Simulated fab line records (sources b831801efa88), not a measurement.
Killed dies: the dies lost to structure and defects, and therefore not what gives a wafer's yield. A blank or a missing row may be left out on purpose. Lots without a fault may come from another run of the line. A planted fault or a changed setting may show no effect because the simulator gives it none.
8D (eight disciplines) problem report, filled in by code || flow sky130 || the parts of the form that need people (team, actions taken, sign-off) are left out

== 1. PROBLEM STATEMENT ==
Wafers free of any fault read 147.2 ohm/sq (standard deviation 0.45) for SD_P_RS at SKY_SD_N_RS_MEAS_17, against a mean of 150.9 ohm/sq on 9 wafers of 3 lots. That puts it +8.2 standard deviations away from the usual mean.
The step: measures by four-point-probe.
The first sign was on wafer L429.1 at day 30 18:19, on film metro-01. The record has a number at this step for 33 wafers belonging to 11 lots. Rule for "out" (also "out of limits"): further than 4 standard deviations from the usual mean. The rest of the wafers with a number are treated as sound.

== 2. WHAT IT IS, AND WHAT IT ISN'T ==
{"question": "which readings at this step", "is": "SD_P_RS", "is not": "-"}
{"question": "which lots", "is": "L429, L431, L433", "is not": "L421, L423, L427, L438, L440, L441, L443, L444"}
{"question": "which wafers of those lots", "is": "all that have a number", "is not": "-"}
{"question": "read on which gauges", "is": "film metro-01, film metro-04", "is not": "film metro-02"}
{"question": "when", "is": "from day 30 18:19", "is not": "up to then (9 sound wafers); but 15 sound wafers of L438, L440, L441, L443, L444 came after"}

== 3. SUSPECTS, AND WHAT RULES EACH OUT ==
Counting: a tool at a process step up to the reading stays a suspect if it ran every lot that is out and no sound lot after the first of them.
- ruled out: the gauge at SKY_SD_N_RS_MEAS_17. Those wafers that are out were read across 2 gauges (film metro-01, film metro-04).
- implanter-03 at SKY_SD_P_IMPLANT_09: ruled out as a lasting fault. The sound lots L441, L444 went through it after L429, its earliest lot that is out (day 28 08:58).
- plasma asher-03 at SKY_SD_P_STRIP_10 (strips in O2/N2): ruled out as a lasting fault. The sound lots L444 went through it after L429, its earliest lot that is out (day 28 09:07).
Left after counting: nothing in the record.

== 4. THE CAUSE (what the simulator had put in) ==
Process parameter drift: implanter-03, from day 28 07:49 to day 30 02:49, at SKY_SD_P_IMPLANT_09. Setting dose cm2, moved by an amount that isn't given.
It was ruled out by counting, in error; the rule expects a fault to strike all lots run on its tool from its start on, and this fault did not.

== 5. SEQUENCE OF EFFECTS, ordered by route ==
One row per reading whose mean, taken over the struck wafers that have a number, lies over 3 standard deviations from the usual. Only readings whose record carries a usual standard deviation are examined. hours: median over the lots of the time between each lot's start at the first step of this table that gives one and its start at this step. sigmas: the change, counted in usual standard deviations.
{"hours": 0, "step": "SKY_SD_P_IMPLANT_09", "reading": "beam on s", "usual": "15.4 s", "on struck wafers": 12.6, "change": -2.8, "sigmas": -4.4}
{"hours": 0, "step": "SKY_SD_P_IMPLANT_09", "reading": "dose ions cm2", "usual": 3.001e+15, "on struck wafers": 2.380e+15, "change": -6.211e+14, "sigmas": "-99 or more"}
{"hours": 0, "step": "SKY_SD_P_STRIP_10", "reading": "strip time to endpoint s", "usual": "17.50 s", "on struck wafers": 17.05, "change": -0.45, "sigmas": -14}
{"hours": 57, "step": "SKY_SD_N_RS_MEAS_17", "reading": "SD_P_RS", "usual": "147.2 ohm/sq", "on struck wafers": 150.9, "change": "+3.7", "sigmas": "+8.2"}
Here are the process steps it includes:
- SKY_SD_P_IMPLANT_09
- SKY_SD_P_STRIP_10: strips in O2/N2.
Later steps that measure or inspect, where all struck wafers having a row at the step show a number for every such reading and not one has moved that far: SKY_METAL1_THK_MEAS_06.

== 6. HOW IT WOULD HAVE BEEN CAUGHT EARLIER ==
The first out-of-limits reading at a measuring or inspecting step in this record came at day 30 18:19, 59 hours after the fault's start at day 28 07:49.
At SKY_SD_P_IMPLANT_09, the tool's own readings (dose ions cm2) were out on each struck wafer the step has a row for, so an alarm limit on them would have fired on the first such wafer.
